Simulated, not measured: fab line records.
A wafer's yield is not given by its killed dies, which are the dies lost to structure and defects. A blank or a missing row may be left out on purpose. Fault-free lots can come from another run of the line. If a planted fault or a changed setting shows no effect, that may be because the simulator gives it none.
Matching of chambers || flow sky130 || cmp-01 running SKY_FIELD_ISO_CMP_27: 4 sister chambers
The step polishes, stops on Si3N4, t overpolish 16 s, target thk 457.8 nm. 14 wafers are shown with their chamber, then 7 later ones without.

WAFERS, EACH WITH ITS CHAMBER
{"wafer": "L288.1", "chamber": 3, "motor_current_A (A)": 11.7, "platen_rpm (rpm)": 59.97, "overpolish_run_s (s)": 16.007}
{"wafer": "L288.3", "chamber": 0, "motor_current_A (A)": 11.5, "platen_rpm (rpm)": 59.98, "overpolish_run_s (s)": 15.996}
{"wafer": "L288.4", "chamber": 2, "motor_current_A (A)": 11.6, "platen_rpm (rpm)": 60.00, "overpolish_run_s (s)": 15.996}
{"wafer": "L289.1", "chamber": 0, "motor_current_A (A)": 11.4, "platen_rpm (rpm)": 60.06, "overpolish_run_s (s)": 16.000}
{"wafer": "L289.2", "chamber": 2, "motor_current_A (A)": 11.0, "platen_rpm (rpm)": 60.02, "overpolish_run_s (s)": 16.002}
{"wafer": "L289.5", "chamber": 3, "motor_current_A (A)": 12.0, "platen_rpm (rpm)": 60.02, "overpolish_run_s (s)": 16.002}
{"wafer": "L293.1", "chamber": 3, "motor_current_A (A)": 12.1, "platen_rpm (rpm)": 59.99, "overpolish_run_s (s)": 16.003}
{"wafer": "L293.4", "chamber": 1, "motor_current_A (A)": 12.7, "platen_rpm (rpm)": 60.04, "overpolish_run_s (s)": 16.003}
{"wafer": "L293.6", "chamber": 1, "motor_current_A (A)": 12.8, "platen_rpm (rpm)": 60.03, "overpolish_run_s (s)": 15.995}
{"wafer": "L296.1", "chamber": 3, "motor_current_A (A)": 12.1, "platen_rpm (rpm)": 60.05, "overpolish_run_s (s)": 15.986}
{"wafer": "L296.3", "chamber": 1, "motor_current_A (A)": 12.5, "platen_rpm (rpm)": 60.02, "overpolish_run_s (s)": 16.001}
{"wafer": "L296.5", "chamber": 3, "motor_current_A (A)": 11.5, "platen_rpm (rpm)": 60.02, "overpolish_run_s (s)": 16.008}
{"wafer": "L299.1", "chamber": 0, "motor_current_A (A)": 11.7, "platen_rpm (rpm)": 60.03, "overpolish_run_s (s)": 16.011}
{"wafer": "L299.2", "chamber": 2, "motor_current_A (A)": 11.0, "platen_rpm (rpm)": 60.01, "overpolish_run_s (s)": 15.996}

SIGNATURES, as means of the wafers listed above
{"reading": "motor_current_A", "chamber 0": 11.533, "chamber 1": 12.667, "chamber 2": 11.200, "chamber 3": 11.880, "scatter within a chamber": 0.249}
{"reading": "platen_rpm", "chamber 0": 60.0233, "chamber 1": 60.0300, "chamber 2": 60.0100, "chamber 3": 60.0100, "scatter within a chamber": 0.0273}
{"reading": "overpolish_run_s", "chamber 0": 16.00233, "chamber 1": 15.99967, "chamber 2": 15.99800, "chamber 3": 16.00120, "scatter within a chamber": 0.00703}
Rule: for each reading, subtract the chamber's mean from the wafer's reading, divide by that reading's scatter and square the result; add these up over the readings and take the root, which gives the wafer's distance from the chamber. If the next closest chamber is less than 2 further off than the closest, the wafer can't be placed; otherwise it belongs to the closest. The scatter: take each reading less its chamber's mean, square it, sum over the shown wafers, divide by the number of wafers less the number of chambers, and take the root.

WAFERS WITHOUT THEIR CHAMBER
{"wafer": "L299.3", "motor_current_A (A)": 12.6, "platen_rpm (rpm)": 60.02, "overpolish_run_s (s)": 15.994}
{"wafer": "L301.1", "motor_current_A (A)": 10.9, "platen_rpm (rpm)": 60.01, "overpolish_run_s (s)": 15.990}
{"wafer": "L301.2", "motor_current_A (A)": 11.8, "platen_rpm (rpm)": 59.96, "overpolish_run_s (s)": 16.008}
{"wafer": "L301.4", "motor_current_A (A)": 11.9, "platen_rpm (rpm)": 59.97, "overpolish_run_s (s)": 16.009}
{"wafer": "L308.1", "motor_current_A (A)": 11.6, "platen_rpm (rpm)": 59.99, "overpolish_run_s (s)": 15.981}
{"wafer": "L308.3", "motor_current_A (A)": 11.3, "platen_rpm (rpm)": 60.00, "overpolish_run_s (s)": 15.987}
{"wafer": "L308.5", "motor_current_A (A)": 12.3, "platen_rpm (rpm)": 60.07, "overpolish_run_s (s)": 15.986}

CHAMBER TAKEN BY EACH
{"wafer": "L299.3", "from the rows above": 1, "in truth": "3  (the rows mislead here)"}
{"wafer": "L301.1", "from the rows above": "can't be placed: 2 or 0", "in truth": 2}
{"wafer": "L301.2", "from the rows above": "can't be placed: 3 or 0 or 2", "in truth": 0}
{"wafer": "L301.4", "from the rows above": "can't be placed: 3 or 0 or 2", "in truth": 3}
{"wafer": "L308.1", "from the rows above": "can't be placed: 2 or 3 or 0", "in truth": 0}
{"wafer": "L308.3", "from the rows above": "can't be placed: 2 or 0 or 3", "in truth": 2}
{"wafer": "L308.5", "from the rows above": "can't be placed: 1 or 3 or 0", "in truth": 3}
0 of 7 placed correctly. Not placeable from these rows: 6 (in 6, the candidates include the true chamber). Placed wrongly: 1.
